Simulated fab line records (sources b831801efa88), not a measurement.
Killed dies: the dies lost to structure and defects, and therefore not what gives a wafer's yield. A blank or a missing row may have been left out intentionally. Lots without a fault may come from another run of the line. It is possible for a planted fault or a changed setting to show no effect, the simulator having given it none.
Struck lot and sound lot, side by side    flow sky130    23 steps out of a route of 708
Sound: the wafers L852.3, L852.4, L852.6. Struck: wafer L840.3. (L840.5 of the same lot was not struck and is left out.) The cause comes at the end.
At each step with rows: each side's tool, then ch and its chambers, then its first start. Under that, the readings that differ: sound wafers    struck wafers    difference of the means    sigmas: that difference in standard deviations of wafers without a fault.
alike: readings whose means differ by less than 2 such deviations, and words and numbers that are the same on both sides. not compared: withheld readings, readings that some wafer has no value for, bounds like >300 that may hide the same value, and numbers for which the record gives no deviation and whose values overlap.
The two part at a step that has a row with sigmas, a row that says differs or no value, or rows on one side only. When numbers do not overlap yet have no deviation, they are printed without sigmas and do not part them. A reading that every wafer of one side lacks parts them only if that side has two wafers or more.

first, 6 steps without rows for these wafers: SKY_VT_ADJUST_LVTN_HMDS_12 (prime time 60 s); SKY_VT_ADJUST_LVTN_COAT_13 (resist thk 1140 nm); SKY_VT_ADJUST_LVTN_SOFTBAKE_14 (time 60 s); SKY_VT_ADJUST_LVTN_EXPOSE_15 (exposes mask HVN STD DERIVED, target cd 600 nm); SKY_VT_ADJUST_LVTN_PEB_16; SKY_VT_ADJUST_LVTN_DEVELOP_17 (develop time 60 s).
SKY_VT_ADJUST_LVTN_OVL_MEAS_18:
  sound on overlay-01 at day 14 00:32; struck on overlay-01 at day 10 15:28
  alike: VT_ADJUST_LVTN_01_OVL
following that, these wafers have no rows for 1 step: SKY_VT_ADJUST_LVTN_IMPLANT_19.
SKY_VT_ADJUST_LVTN_STRIP_20: strips in O2/N2.
  sound on plasma asher-01 ch 0,1, day 14 00:45; struck on plasma asher-01 ch 0, day 10 15:41
  alike: drypump motor current A, oes product au, strip time to endpoint s
  not compared: rf hours counter h
SKY_VT_ADJUST_LVTN_TW_MEAS_21:
  sound on film metro-04 at day 14 00:50; struck on film metro-01 at day 10 15:46
  alike: VT_ADJUST_LVTN_2_TW
then, 2 steps without rows for these wafers: SKY_VT_ADJUST_NCORE_DEHYDRATE_00 (time 60 s); SKY_VT_ADJUST_NCORE_HMDS_01 (prime time 60 s).
SKY_VT_ADJUST_NCORE_COAT_02: resist thk 1140 nm.
  sound on litho track-04 ch 0, day 14 14:07; struck on litho track-01 ch 0, day 11 02:37
reading                                               sound           struck  difference  sigmas
model.NOVOLAK_of_VT_ADJUST_NCORE_COAT_02.thk nm (nm)  1139 1138 1138  1436    +298        
then, 3 steps without rows for these wafers: SKY_VT_ADJUST_NCORE_SOFTBAKE_03 (time 60 s); SKY_VT_ADJUST_NCORE_EXPOSE_04 (exposes mask LVTN COMPLEMENT THIN, target cd 380 nm); SKY_VT_ADJUST_NCORE_PEB_05.
SKY_VT_ADJUST_NCORE_DEVELOP_06: develop time 60 s.
  sound on litho track-03 ch 0, day 15 03:38; struck on litho track-03 ch 0, day 11 14:20
reading                                               sound           struck  difference  sigmas
model.NOVOLAK_of_VT_ADJUST_NCORE_COAT_02.thk nm (nm)  1138 1138 1138  1436    +298        
SKY_VT_ADJUST_NCORE_CD_MEAS_07: target cd 380 nm.
  sound on cd sem-01 at day 15 03:46; struck on cd sem-01 at day 11 14:28
reading     sound              struck  difference  sigmas
cd nm (nm)  380.9 383.2 382.2  350.0   -32.1       -13
SKY_VT_ADJUST_NCORE_OVL_MEAS_08:
  sound on overlay-01 at day 15 03:52; struck on overlay-02 at day 11 14:34
  alike: VT_ADJUST_NCORE_OVL
following that, these wafers have no rows for 1 step: SKY_VT_ADJUST_NCORE_IMPLANT_09.
SKY_VT_ADJUST_NCORE_STRIP_10: strips in O2/N2.
  sound on plasma asher-04 ch 0,1, day 15 04:04; struck on plasma asher-02 ch 1, day 11 14:46
reading                       sound              struck  difference  sigmas
strip time to endpoint s (s)  14.15 14.15 14.15  17.52   +3.37       +86
  alike: drypump motor current A, oes product au
  not compared: rf hours counter h
SKY_VT_ADJUST_NCORE_TW_MEAS_11:
  sound on film metro-01 at day 15 04:09; struck on film metro-04 at day 11 14:51
  alike: VT_ADJUST_NCORE_TW
-- here the record skips 37 days between the struck wafers' starts before and after, leaving off in module VT_ADJUST_NCORE and picking up in module PAD_OPEN (first step shown: number 708 of the route) --
SKY_PAD_OPEN_PROBE_99:
  only the struck wafers here have rows in the record (prober-01, day 48 07:41); the sound ones have none

== WHERE THEY PART ==
At SKY_VT_ADJUST_NCORE_CD_MEAS_07 first; at SKY_PAD_OPEN_PROBE_99 last (within this record only).

WHY: what the simulator had put in
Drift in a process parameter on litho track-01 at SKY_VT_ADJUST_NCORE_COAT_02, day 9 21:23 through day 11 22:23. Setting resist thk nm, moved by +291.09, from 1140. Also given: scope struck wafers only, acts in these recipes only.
